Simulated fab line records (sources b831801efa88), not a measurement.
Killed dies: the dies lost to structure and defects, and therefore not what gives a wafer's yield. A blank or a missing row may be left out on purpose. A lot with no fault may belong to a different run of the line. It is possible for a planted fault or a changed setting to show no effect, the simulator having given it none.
fab line records -- flow sky130
record: lots: 6, wafers: 18, lastDay: 50
route steps=708 shown METAL2@503 VIA2@507 PAD_OPEN@708
lots that met no fault: from a run of the same line without faults
startH: hours from the record's first day to the start of the lot's first wafer shown -- waitH: hours elapsed since this lot's preceding step -- " repeats the value in the row above -- L1.1+2: one row covering several wafers at once -- - no value present, or no start provided -- * or withheld: withheld -- < > ~ a bound
route shown NAME@n: NAME is a module with steps in the file, n the number in the route of the first one -- usual: the fault-free wafers' mean and standard deviation -- same: alike in all rows -- chamber/n: place in a boat -- sites: readings site by site -- _std_site: the standard deviation of these -- _edge_site: the outer-site mean with the inner-site mean subtracted -- radiusMm: for every site, how far away it sits from the centre of the wafer -- mask NAME#n: copy n -- behind: tool/chamber where the wafer was last shaped -- hold: cause of the lot's hold/its duration in hours/its outcome -- device: names the non-switching transistor (n, p or np) -- end of line: the tests these same wafers got at the end of their route -- a step without rows: its recipe alone -- killed: dies lost to structure and defects at the first sort, not the wafer's yield -- map: shows each die of a wafer: x if killed, . if not, _ if none is there
set.NAME: the setting as run; set.NAME@STEP: as run at that earlier step -- model.NAME: the simulator's own value behind a step, which no gauge read
lots seen at some steps along the route; tables by step, rows by wafer
services: the hour from which a tool's chamber was out of use, counted from the record's first day as startH (under 0 if before that day), plus the number of hours and why
== steps ==
step: SKY_METAL2_STRIP_20
recipe: chemistry: O2/N2, powerW: 1400, pressureMtorr: 1500, platenTempC: withheld, o2FlowSccm: 3000, n2FlowSccm: 300, overashFraction: 0.5
usual: drypumpMotorCurrentA: 5.7/0.6, oesProductAu: 0.341/0.0049, stripTimeToEndpointS: 2.65/0.041
lot.wafer,tool,chamber,startH,waitH,drypumpMotorCurrentA,oesProductAu,rfHoursCounterH,stripTimeToEndpointS
L642.3,plasmaAsher-01,1,867.14,0.1,6.3,0.340,-,2.59
L642.4,plasmaAsher-01,0,867.14,0.1,5.5,0.339,-,2.58
L642.6,plasmaAsher-01,1,867.14,0.1,6.3,0.339,-,2.59
L646.1,plasmaAsher-03,0,899.68,0.1,5.8,0.338,49,2.62
L646.2,plasmaAsher-03,1,899.68,0.1,6.8,0.342,49,2.65
L646.3,plasmaAsher-03,0,899.68,0.1,5.8,0.337,-,2.61
L647.3,plasmaAsher-01,1,906.48,0.1,6.2,0.346,-,2.61
L647.4,plasmaAsher-01,0,906.48,0.1,5.5,0.339,-,2.65
L647.5,plasmaAsher-01,1,906.48,0.1,6.2,0.346,-,2.61
L649.2,plasmaAsher-03,1,915.57,0.1,6.8,0.341,50,2.64
L649.5,plasmaAsher-03,1,915.57,0.1,6.8,0.334,-,2.67
L649.6,plasmaAsher-03,0,915.57,0.1,5.8,0.337,-,2.59
L651.1,plasmaAsher-04,0,943.59,0.1,5.0,0.346,84,2.62
L651.2,plasmaAsher-04,1,943.59,0.1,5.4,0.350,84,2.66
L651.4,plasmaAsher-04,0,943.59,0.1,5.0,0.343,-,2.70
L656.2,plasmaAsher-01,0,969.92,0.1,5.5,0.347,23,2.65
L656.4,plasmaAsher-01,1,969.92,0.1,6.2,0.342,-,2.65
L656.5,plasmaAsher-01,0,969.92,0.1,5.4,0.340,-,2.68
step: SKY_METAL2_STRIP_21
recipe: chemistry: postEtchResidueRemover, timeS: 1200, tempC: 72.5
step: SKY_METAL2_CLEAN_22
recipe: chemistry: IPA, timeS: 180, tempC: 25
step: SKY_METAL2_CLEAN_23
recipe: chemistry: O3/DIW, dry: n2Spin
step: SKY_VIA2_HDPCVD_00
recipe: material: SiO2, targetThkNm: 1180, sigmaOpenFrac: 0.3, timeS: 203.1, tempC: 400, sih4FlowSccm: 60, pressureMtorr: 6
step: SKY_VIA2_THK_MEAS_01
recipe: reads: SiO2_of_VIA2_HDPCVD_00
usual: VIA2_HDPCVD_THK: 1215/11
lot.wafer,tool,chamber,startH,waitH,VIA2_HDPCVD_THK[nm]
L642.3,filmMetro-01,-,867.88,0.1,1190
L642.4,filmMetro-01,-,867.88,0.1,1196
L642.6,filmMetro-01,-,867.88,0.1,1204
L646.1,filmMetro-04,-,900.40,0.1,1209
L646.2,filmMetro-04,-,900.40,0.1,1197
L646.3,filmMetro-04,-,900.40,0.1,1201
L647.3,filmMetro-01,-,907.25,0.1,1190
L647.4,filmMetro-01,-,907.25,0.1,1200
L647.5,filmMetro-01,-,907.25,0.1,1206
L649.2,filmMetro-01,-,916.35,0.1,1219
L649.5,filmMetro-01,-,916.35,0.1,1224
L649.6,filmMetro-01,-,916.35,0.1,1224
L651.1,filmMetro-01,-,944.31,0.1,1201
L651.2,filmMetro-01,-,944.31,0.1,1218
L651.4,filmMetro-01,-,944.31,0.1,1230
L656.2,filmMetro-01,-,970.69,0.1,1204
L656.4,filmMetro-01,-,970.69,0.1,1227
L656.5,filmMetro-01,-,970.69,0.1,1220
step: SKY_VIA2_CMP_02
recipe: material: SiO2, downForcePsi: 4, platenRpm: 60, padVelocityMS: 0.94248
usual: motorCurrentA: 12.0/1.4, platenRpm: 60.00/0.039
lot.wafer,tool,chamber,startH,waitH,motorCurrentA,platenRpm
L642.3,cmp-02,3,867.92,0.0,14.5,60.03
L642.4,cmp-02,1,867.92,0.0,13.3,60.03
L642.6,cmp-02,0,867.92,0.0,11.0,60.02
L646.1,cmp-02,1,900.51,0.1,13.5,60.04
L646.2,cmp-02,2,900.51,0.1,11.6,59.95
L646.3,cmp-02,3,900.51,0.1,15.5,60.02
L647.4,cmp-01,1,907.34,0.1,12.4,60.01
L647.3,cmp-01,3,907.34,0.1,10.4,60.05
L647.5,cmp-01,0,907.34,0.1,11.6,60.03
L649.2,cmp-02,2,916.55,0.2,11.6,60.03
L649.5,cmp-02,3,916.55,0.2,15.5,60.02
L649.6,cmp-02,0,916.55,0.2,10.8,60.01
L651.1,cmp-02,0,944.37,0.1,10.5,60.00
L651.2,cmp-02,1,944.37,0.1,12.5,60.00
L651.4,cmp-02,3,944.37,0.1,13.9,59.99
L656.2,cmp-02,0,970.88,0.2,11.0,60.07
L656.4,cmp-02,1,970.88,0.2,13.0,59.99
L656.5,cmp-02,1,970.88,0.2,13.6,60.02
step: SKY_VIA2_BOW_MEAS_03
recipe: mode: bow
usual: VIA2_BOW: 84/7
lot.wafer,tool,chamber,startH,waitH,VIA2_BOW[um]
L642.3,filmMetro-03,-,868.26,0.3,79
L642.4,filmMetro-03,-,868.26,0.3,82
L642.6,filmMetro-03,-,868.26,0.3,85
L646.1,filmMetro-04,-,900.76,0.2,89
L646.2,filmMetro-04,-,900.76,0.2,98
L646.3,filmMetro-04,-,900.76,0.2,93
L647.3,filmMetro-03,-,907.63,0.1,87
L647.4,filmMetro-03,-,907.63,0.1,80
L647.5,filmMetro-03,-,907.63,0.1,85
L649.2,filmMetro-04,-,916.72,0.1,79
L649.5,filmMetro-04,-,916.72,0.1,87
L649.6,filmMetro-04,-,916.72,0.1,84
L651.1,filmMetro-03,-,944.67,0.2,83
L651.2,filmMetro-03,-,944.67,0.2,93
L651.4,filmMetro-03,-,944.67,0.2,79
L656.2,filmMetro-04,-,971.20,0.3,83
L656.4,filmMetro-04,-,971.20,0.3,100
L656.5,filmMetro-04,-,971.20,0.3,99
step: SKY_VIA2_DEHYDRATE_04
recipe: tempC: 200, timeS: 60
step: SKY_VIA2_HMDS_05
recipe: primeTimeS: 60, primeTempC: 120
step: SKY_VIA2_COAT_06
recipe: resist: BARC, tempC: withheld, timeS: withheld, spinRpm: 3000, resistThkNm: 60
step: SKY_VIA2_COAT_07
recipe: resist: KrF-thick, spinRpm: 3000, resistThkNm: 450
step: SKY_VIA2_SOFTBAKE_08
recipe: tempC: 100, timeS: 90, resist: KrF-thick
usual: heaterPowerTotalW: 57.35/0.11, runLengthS: 119.04/0.19
lot.wafer,tool,chamber,startH,waitH,heaterPowerTotalW,runLengthS
L642.3,lithoTrack-04,0,881,-,57.46,119.02
L642.4,lithoTrack-04,0,881,-,57.28,119.08
L642.6,lithoTrack-04,0,881,-,57.54,118.97
L646.1,lithoTrack-04,0,913,-,57.27,119.10
L646.2,lithoTrack-04,0,913,-,57.44,119.06
L646.3,lithoTrack-04,0,913,-,57.29,119.11
L647.3,lithoTrack-04,0,920,-,69.38,79.17
L647.4,lithoTrack-04,0,920,-,69.90,79.19
L647.5,lithoTrack-04,0,920,-,69.51,79.06
L649.2,lithoTrack-04,0,928,-,69.61,79.23
L649.5,lithoTrack-04,0,928,-,69.53,79.41
L649.6,lithoTrack-04,0,928,-,69.61,79.12
L651.1,lithoTrack-03,0,956,-,57.17,118.92
L651.2,lithoTrack-03,0,956,-,57.26,118.96
L651.4,lithoTrack-03,0,956,-,57.37,119.02
L656.2,lithoTrack-03,0,982,-,57.25,118.95
L656.4,lithoTrack-03,0,982,-,57.29,118.88
L656.5,lithoTrack-03,0,982,-,57.43,119.03
step: SKY_VIA2_EXPOSE_09
recipe: maskId: VIM2, na: 0.8, sourceShape: annular, sigmaInner: 0.55, sigmaOuter: 0.85, targetCdNm: 200, doseMj: 38
step: SKY_PAD_OPEN_PROBE_99
usual: defectLimitedYield: 82.3/1.9, killed_at_M0_to_M3: 44/7.4, killed_at_M4_up: 3.2/1.8, killedAtContacts: 25/5.2, killedAtFrontEnd: 15/4.5, killedAtOther: 0.2/0.43, killedDies: 87/9.6, killedOpen: 48/7.6, killedShort: 40/5.7, sort_bin_3_pad_short: 0.9/0.45, sort_bin_5_function: 10.5/1.5, sort_bin_6_memory: 6.3/1.2, sortNPass: 405/9.6, sortYieldPct: 82.3/1.9
same: grossDies: 492, killedAtBackSide: 0, sort_bin_4_leakage[%]: 0, sort_bin_8_speed[%]: 0
lot.wafer,tool,chamber,startH,waitH,defectLimitedYield[%],killed_at_M0_to_M3,killed_at_M4_up,killedAtContacts,killedAtFrontEnd,killedAtOther,killedDies,killedOpen,killedShort,sort_bin_3_pad_short[%],sort_bin_5_function[%],sort_bin_6_memory[%],sortNPass,sortYieldPct[%]
L642.3,prober-01,-,1112.50,0.2,82.3,40,3,26,18,0,87,44,43,0.8,10.8,6.1,405,82.3
L642.4,prober-01,-,1112.55,0.2,81.3,44,4,29,14,1,92,48,44,0.4,10.0,8.3,400,81.3
L642.6,prober-01,-,1112.65,0.2,81.3,52,1,20,19,0,92,44,48,1.0,12.2,5.5,400,81.3
L646.1,prober-01,-,1139.53,0.1,81.9,48,3,28,10,0,89,51,38,0.6,10.0,7.5,403,81.9
L646.2,prober-01,-,1139.58,0.1,83.3,38,2,28,14,0,82,36,46,1.0,8.3,7.3,410,83.3
L646.3,prober-01,-,1139.63,0.2,84.1,52,2,16,8,0,78,52,26,0.6,8.7,6.5,414,84.1
L647.3,prober-02,-,1142.62,0.2,81.9,40,3,30,16,0,89,55,34,1.2,11.0,5.9,403,81.9
L647.4,prober-02,-,1142.67,0.2,86.8,32,0,21,12,0,65,36,29,0.4,8.9,3.9,427,86.8
L647.5,prober-02,-,1142.72,0.2,80.3,44,3,27,23,0,97,52,45,1.0,13.0,5.7,395,80.3
L649.2,prober-02,-,1149.57,0.1,78.9,52,1,25,24,2,104,58,46,0.4,13.4,7.3,388,78.9
L649.5,prober-02,-,1149.72,0.2,81.9,45,2,23,19,0,89,46,43,0.8,11.8,5.5,403,81.9
L649.6,prober-02,-,1149.77,0.2,79.7,47,3,32,18,0,100,59,41,1.0,10.6,8.7,392,79.7
L651.1,prober-02,-,1169.28,0.1,83.1,38,5,28,11,1,83,48,35,0.8,9.8,6.3,409,83.1
L651.2,prober-02,-,1169.33,0.1,81.5,42,3,24,21,1,91,52,39,1.8,11.0,5.7,401,81.5
L651.4,prober-02,-,1169.43,0.2,82.7,39,4,30,12,0,85,50,35,1.0,9.1,7.1,407,82.7
L656.2,prober-01,-,1188.07,0.1,85.6,30,3,23,15,0,71,35,36,0.8,8.1,5.5,421,85.6
L656.4,prober-01,-,1188.17,0.2,82.1,44,2,24,18,0,88,49,39,0.2,10.8,6.9,404,82.1
L656.5,prober-01,-,1188.22,0.2,83.3,38,6,27,11,0,82,49,33,0.2,11.2,5.3,410,83.3
killed by level:class
L642.3 LI_CONTACT:geometricParticle:open=8 CONTACT:geometricParticle:open=8 CONTACT:geometricParticle:short=7 VIA1:geometricParticle:open=7 VIA3:geometricParticle:open=7 METAL2:geometricParticle:short=6 METAL1:geometricParticle:short=5 VIA1:geometricParticle:short=5
L642.4 LI_CONTACT:geometricParticle:open=10 CONTACT:geometricParticle:open=10 VIA1:geometricParticle:open=8 METAL2:geometricParticle:short=8 CONTACT:geometricParticle:short=7 VIA3:geometricParticle:open=6 FIELD_ISO:geometricParticle:short=5 VIA1:geometricParticle:short=5
L642.6 CONTACT:geometricParticle:open=9 METAL1:geometricParticle:short=8 VIA1:geometricParticle:short=8 VIA2:geometricParticle:open=7 VIA1:geometricParticle:open=7 LI_CONTACT:geometricParticle:open=6 METAL2:geometricParticle:short=6 POLY_GATE:geometricParticle:open=5
L646.1 VIA1:geometricParticle:open=14 CONTACT:geometricParticle:short=10 CONTACT:geometricParticle:open=7 METAL2:geometricParticle:short=6 VIA2:geometricParticle:open=6 LI_CONTACT:geometricParticle:open=5 METAL1:geometricParticle:open=5 VIA3:geometricParticle:open=5
L646.2 CONTACT:geometricParticle:open=7 VIA1:geometricParticle:open=7 LI_CONTACT:geometricParticle:open=6 LOCAL_INTERCONNECT:geometricParticle:short=6 VIA2:geometricParticle:open=6 CONTACT:geometricParticle:short=5 METAL1:geometricParticle:short=5 METAL2:geometricParticle:short=5
L646.3 VIA1:geometricParticle:open=12 VIA2:geometricParticle:open=11 LI_CONTACT:geometricParticle:open=8 VIA3:geometricParticle:open=8 FIELD_ISO:geometricParticle:open=5 METAL1:geometricParticle:short=5 METAL2:geometricParticle:short=4 CONTACT:geometricParticle:open=3
L647.3 VIA1:geometricParticle:open=16 LI_CONTACT:geometricParticle:open=13 METAL1:geometricParticle:short=7 LI_CONTACT:geometricParticle:short=6 VIA2:geometricParticle:open=6 CONTACT:geometricParticle:short=5 CONTACT:geometricParticle:open=5 FIELD_ISO:geometricParticle:short=4
L647.4 VIA2:geometricParticle:open=8 CONTACT:geometricParticle:open=7 FIELD_ISO:geometricParticle:short=6 LI_CONTACT:geometricParticle:open=6 VIA1:geometricParticle:open=6 CONTACT:geometricParticle:short=5 METAL1:geometricParticle:short=4 VIA3:geometricParticle:open=4
L647.5 CONTACT:geometricParticle:open=11 FIELD_ISO:geometricParticle:open=8 METAL1:geometricParticle:short=7 VIA1:geometricParticle:open=7 VIA2:geometricParticle:open=6 VIA3:geometricParticle:open=6 FIELD_ISO:geometricParticle:short=5 LI_CONTACT:geometricParticle:short=5
L649.2 VIA1:geometricParticle:open=15 CONTACT:geometricParticle:open=12 FIELD_ISO:geometricParticle:open=7 VIA1:geometricParticle:short=7 LI_CONTACT:geometricParticle:open=6 FIELD_ISO:geometricParticle:short=5 POLY_GATE:geometricParticle:open=5 METAL1:geometricParticle:short=5
L649.5 VIA1:geometricParticle:open=14 FIELD_ISO:geometricParticle:short=9 CONTACT:geometricParticle:open=9 METAL2:geometricParticle:short=6 LI_CONTACT:geometricParticle:open=5 VIA2:geometricParticle:open=5 FIELD_ISO:geometricParticle:open=4 METAL1:geometricParticle:short=4
L649.6 VIA1:geometricParticle:open=13 LI_CONTACT:geometricParticle:open=11 CONTACT:geometricParticle:open=10 FIELD_ISO:geometricParticle:short=6 VIA3:geometricParticle:open=6 METAL1:geometricParticle:short=5 VIA1:geometricParticle:short=4 VIA2:geometricParticle:open=4
L651.1 LI_CONTACT:geometricParticle:open=10 VIA1:geometricParticle:open=8 VIA2:geometricParticle:open=8 VIA3:geometricParticle:open=7 CONTACT:geometricParticle:open=6 VIA3:geometricParticle:short=4 LI_CONTACT:geometricParticle:short=4 METAL2:geometricParticle:short=4
L651.2 CONTACT:geometricParticle:open=9 VIA1:geometricParticle:open=9 LI_CONTACT:geometricParticle:open=8 VIA3:geometricParticle:open=7 VIA2:geometricParticle:open=6 FIELD_ISO:geometricParticle:short=5 POLY_GATE:geometricParticle:open=5 METAL2:geometricParticle:short=5
L651.4 CONTACT:geometricParticle:open=14 METAL1:geometricParticle:short=7 VIA2:geometricParticle:open=7 VIA3:geometricParticle:open=7 LI_CONTACT:geometricParticle:open=6 CONTACT:geometricParticle:short=6 VIA1:geometricParticle:open=5 METAL2:geometricParticle:short=4
L656.2 CONTACT:geometricParticle:open=10 METAL1:geometricParticle:short=7 POLY_GATE:geometricParticle:short=6 VIA1:geometricParticle:open=6 VIA2:geometricParticle:open=5 LOCAL_INTERCONNECT:geometricParticle:short=5 FIELD_ISO:geometricParticle:open=4 CONTACT:geometricParticle:short=4
L656.4 CONTACT:geometricParticle:open=12 VIA1:geometricParticle:open=8 POLY_GATE:geometricParticle:open=6 METAL1:geometricParticle:short=6 VIA2:geometricParticle:open=6 CONTACT:geometricParticle:short=5 METAL2:geometricParticle:short=5 FIELD_ISO:geometricParticle:short=4
L656.5 LI_CONTACT:geometricParticle:open=10 VIA1:geometricParticle:open=9 CONTACT:geometricParticle:open=8 VIA3:geometricParticle:open=7 METAL2:geometricParticle:short=5 METAL4:geometricParticle:short=5 LOCAL_INTERCONNECT:geometricParticle:short=4 METAL1:geometricParticle:short=4
== services ==
tool,chamber,startH,hours,kind
plasmaAsher-03,-,860.50,2.3,repair
plasmaAsher-04,-,876.46,0.5,repair
plasmaAsher-04,-,887.07,1.9,repair
cmp-01,-,909.97,4.5,pm
cmp-01,-,914.47,4.0,pm
cmp-01,-,918.47,-,consumableReplace:conditioner
cmp-01,-,918.47,-,consumableReplace:pad
cmp-01,-,921.49,1.1,repair
plasmaAsher-04,-,931.17,2.8,repair
cmp-02,-,960.90,3.4,repair
cmp-01,-,966.32,6.6,pm
== key ==
firstSign: step: SKY_VIA2_SOFTBAKE_08, reading: runLengthS, direction: down, sigmas: 99+, usual: *, struck: *
effect: step: SKY_VIA2_SOFTBAKE_08, reading: heaterPowerTotalW, direction: up, sigmas: 99+, usual: *, struck: *
metAt SKY_VIA2_SOFTBAKE_08
struckWafers L647.3,L647.4,L647.5,L649.2,L649.5,L649.6
onsetBetween 913 920
fault: kind: processParameterDrift, tool: lithoTrack-04, chamber: -, onsetH: 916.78, steps: SKY_VIA2_SOFTBAKE_08, channel: timeS, offset: *, shape: step, endH: 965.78, actsIn: *, stated: *
